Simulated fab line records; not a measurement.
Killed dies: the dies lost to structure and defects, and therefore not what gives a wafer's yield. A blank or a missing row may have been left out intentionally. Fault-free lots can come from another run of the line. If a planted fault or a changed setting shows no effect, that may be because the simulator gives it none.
The tool behind it: which one? / flow gf180mcu / 15 lots with 45 wafers sampled at 3 steps, on a route of 602 steps

== WHAT THE GAUGES READ, wafer by wafer ==
GF_HV_LDD_THK_MEAS_57.
lot=L759; measured=day 12 05:18; on=film-metro-03; HV_LDD_CVD_56_THK (nm)=89.2 89.2 89.5
lot=L760; measured=day 12 13:49; on=film-metro-04; HV_LDD_CVD_56_THK (nm)=89.8 89.8 89.9
lot=L762; measured=day 14 03:19; on=film-metro-01; HV_LDD_CVD_56_THK (nm)=90.3 89.8 89.8
lot=L764; measured=day 14 04:36; on=film-metro-03; HV_LDD_CVD_56_THK (nm)=90.2 90.1 90.1
lot=L765; measured=day 14 11:37; on=film-metro-04; HV_LDD_CVD_56_THK (nm)=90.9 91.5 90.4
lot=L766; measured=day 15 01:01; on=film-metro-03; HV_LDD_CVD_56_THK (nm)=88.3 88.0 88.2
lot=L767; measured=day 15 06:56; on=film-metro-03; HV_LDD_CVD_56_THK (nm)=89.4 90.1 90.1
lot=L768; measured=day 15 18:55; on=film-metro-03; HV_LDD_CVD_56_THK (nm)=90.6 89.9 90.3
lot=L770; measured=day 16 12:03; on=film-metro-01; HV_LDD_CVD_56_THK (nm)=91.6 91.2 91.4
lot=L775; measured=day 18 05:16; on=film-metro-01; HV_LDD_CVD_56_THK (nm)=89.1 89.7 89.5
lot=L776; measured=day 18 06:41; on=film-metro-04; HV_LDD_CVD_56_THK (nm)=89.7 90.0 88.9
lot=L777; measured=day 18 16:07; on=film-metro-03; HV_LDD_CVD_56_THK (nm)=90.4 90.4 90.2
lot=L779; measured=day 19 10:09; on=film-metro-01; HV_LDD_CVD_56_THK (nm)=88.0 89.2 89.4
lot=L780; measured=day 19 15:21; on=film-metro-01; HV_LDD_CVD_56_THK (nm)=90.1 91.2 90.9
lot=L782; measured=day 20 08:54; on=film-metro-01; HV_LDD_CVD_56_THK (nm)=89.5 89.2 88.9

GF_PSD_OVL_MEAS_08.
lot=L759; measured=day 13 21:49; on=overlay-02; PSD_OVL (nm)=0.4 -1.2 -1.0
lot=L760; measured=day 14 06:38; on=overlay-02; PSD_OVL (nm)=0.1 -0.2 1.0
lot=L762; measured=day 15 23:10; on=overlay-02; PSD_OVL (nm)=1.6 2.7 0.3
lot=L764; measured=day 16 00:13; on=overlay-02; PSD_OVL (nm)=2.0 -0.8 1.3
lot=L765; measured=day 16 08:11; on=overlay-01; PSD_OVL (nm)=-3.5 -1.0 -2.2
lot=L766; measured=day 16 21:20; on=overlay-02; PSD_OVL (nm)=-1.1 -0.4 -1.6
lot=L767; measured=day 17 02:20; on=overlay-02; PSD_OVL (nm)=-0.8 -1.4 -1.4
lot=L768; measured=day 17 15:37; on=overlay-02; PSD_OVL (nm)=1.1 0.7 3.0
lot=L770; measured=day 18 08:40; on=overlay-01; PSD_OVL (nm)=-1.7 -2.2 -0.3
lot=L775; measured=day 20 03:51; on=overlay-02; PSD_OVL (nm)=- - -
lot=L776; measured=day 20 07:05; on=overlay-02; PSD_OVL (nm)=- - -
lot=L777; measured=day 20 16:02; on=overlay-01; PSD_OVL (nm)=- - -
lot=L779; measured=day 21 10:25; on=overlay-02; PSD_OVL (nm)=-1.6 -0.2 -2.2
lot=L780; measured=day 21 14:05; on=overlay-02; PSD_OVL (nm)=0.0 -3.0 -1.7
lot=L782; measured=day 22 07:56; on=overlay-01; PSD_OVL (nm)=-1.3 0.7 -1.7

== WHAT TOOL EACH LOT RAN ON (gives the tool, then ch and the chambers of the sampled wafers, and finally the start) ==
lot=L759; GF_PSD_DEVELOP_06=litho-track-01 ch 0, day 13 21:34
lot=L760; GF_PSD_DEVELOP_06=litho-track-04 ch 0, day 14 06:23
lot=L762; GF_PSD_DEVELOP_06=litho-track-01 ch 0, day 15 22:53
lot=L764; GF_PSD_DEVELOP_06=litho-track-04 ch 0, day 15 23:57
lot=L765; GF_PSD_DEVELOP_06=litho-track-02 ch 0, day 16 07:55
lot=L766; GF_PSD_DEVELOP_06=litho-track-02 ch 0, day 16 21:07
lot=L767; GF_PSD_DEVELOP_06=litho-track-02 ch 0, day 17 02:04
lot=L768; GF_PSD_DEVELOP_06=litho-track-04 ch 0, day 17 15:21
lot=L770; GF_PSD_DEVELOP_06=litho-track-04 ch 0, day 18 08:24
lot=L775; GF_PSD_DEVELOP_06=litho-track-01, day 20 03:35
lot=L776; GF_PSD_DEVELOP_06=litho-track-02, day 20 06:50
lot=L777; GF_PSD_DEVELOP_06=litho-track-02, day 20 15:46
lot=L779; GF_PSD_DEVELOP_06=litho-track-04 ch 0, day 21 10:02
lot=L780; GF_PSD_DEVELOP_06=litho-track-02 ch 0, day 21 13:49
lot=L782; GF_PSD_DEVELOP_06=litho-track-02 ch 0, day 22 07:40
- GF_PSD_DEVELOP_06: develop time 60 s.

== AS READ BY THE TOOLS THEMSELVES (means over the sampled wafers that have a number; for cases with no such wafer, the mark the record gives instead) ==
GF_PSD_DEVELOP_06.
lot=L759; tool=litho-track-01; chill-plate-temp-C (C)=22.91; exhaust-pa (Pa)=44.4; resist-line-temp-C (C)=22.99
lot=L760; tool=litho-track-04; chill-plate-temp-C (C)=23.03; exhaust-pa (Pa)=45.1; resist-line-temp-C (C)=23.09
lot=L762; tool=litho-track-01; chill-plate-temp-C (C)=22.97; exhaust-pa (Pa)=44.7; resist-line-temp-C (C)=23.05
lot=L764; tool=litho-track-04; chill-plate-temp-C (C)=23.05; exhaust-pa (Pa)=46.4; resist-line-temp-C (C)=23.04
lot=L765; tool=litho-track-02; chill-plate-temp-C (C)=23.16; exhaust-pa (Pa)=44.9; resist-line-temp-C (C)=22.96
lot=L766; tool=litho-track-02; chill-plate-temp-C (C)=22.94; exhaust-pa (Pa)=45.6; resist-line-temp-C (C)=22.99
lot=L767; tool=litho-track-02; chill-plate-temp-C (C)=22.95; exhaust-pa (Pa)=43.9; resist-line-temp-C (C)=23.13
lot=L768; tool=litho-track-04; chill-plate-temp-C (C)=23.02; exhaust-pa (Pa)=45.7; resist-line-temp-C (C)=22.97
lot=L770; tool=litho-track-04; chill-plate-temp-C (C)=23.00; exhaust-pa (Pa)=44.9; resist-line-temp-C (C)=22.91
lot=L775; tool=litho-track-01; chill-plate-temp-C (C)=-; exhaust-pa (Pa)=-; resist-line-temp-C (C)=-
lot=L776; tool=litho-track-02; chill-plate-temp-C (C)=-; exhaust-pa (Pa)=-; resist-line-temp-C (C)=-
lot=L777; tool=litho-track-02; chill-plate-temp-C (C)=-; exhaust-pa (Pa)=-; resist-line-temp-C (C)=-
lot=L779; tool=litho-track-04; chill-plate-temp-C (C)=23.07; exhaust-pa (Pa)=44.4; resist-line-temp-C (C)=23.10
lot=L780; tool=litho-track-02; chill-plate-temp-C (C)=23.10; exhaust-pa (Pa)=45.3; resist-line-temp-C (C)=23.06
lot=L782; tool=litho-track-02; chill-plate-temp-C (C)=22.99; exhaust-pa (Pa)=44.9; resist-line-temp-C (C)=23.16

== THE ANSWER, worked out from the rows above alone ==
Rule: the lots themselves supply what counts as usual. The widest of any qualifying gaps counts: lots, ordered by their means at a reading, are off when they make up no more than a third of the lots, leave a main group of 4 or more, and stand apart from it by 3 or more times the standard deviation of that group's means. A main group is skipped when, at the precision printed for the reading in the tables above, its means are all equal. Also off: a lot with no number at a reading for which 4 or more lots have one. All remaining lots with rows at the step are treated as sound. First the gauges in route order, then the tools' own readings, where a lot's mean is used as printed above. At the first step where some lot is off, the reading lying furthest off is the one used; lots without a number count as furthest.
Off: L775, L776, L777, at GF_PSD_OVL_MEAS_08 (PSD_OVL). Without a number there: L775, L776, L777. Main group: mean -0.5 nm, sd 1.2.
A tool fits if, at a process step before that reading, it ran every lot that is off, and no sound lot after the first of them. The gauges at GF_PSD_OVL_MEAS_08 aren't tried: what is off there is off at GF_PSD_DEVELOP_06 too, on other tools, and a gauge's error can't cause that. No candidate that was tried fits.

== WHAT WAS PUT IN BY THE SIMULATOR ==
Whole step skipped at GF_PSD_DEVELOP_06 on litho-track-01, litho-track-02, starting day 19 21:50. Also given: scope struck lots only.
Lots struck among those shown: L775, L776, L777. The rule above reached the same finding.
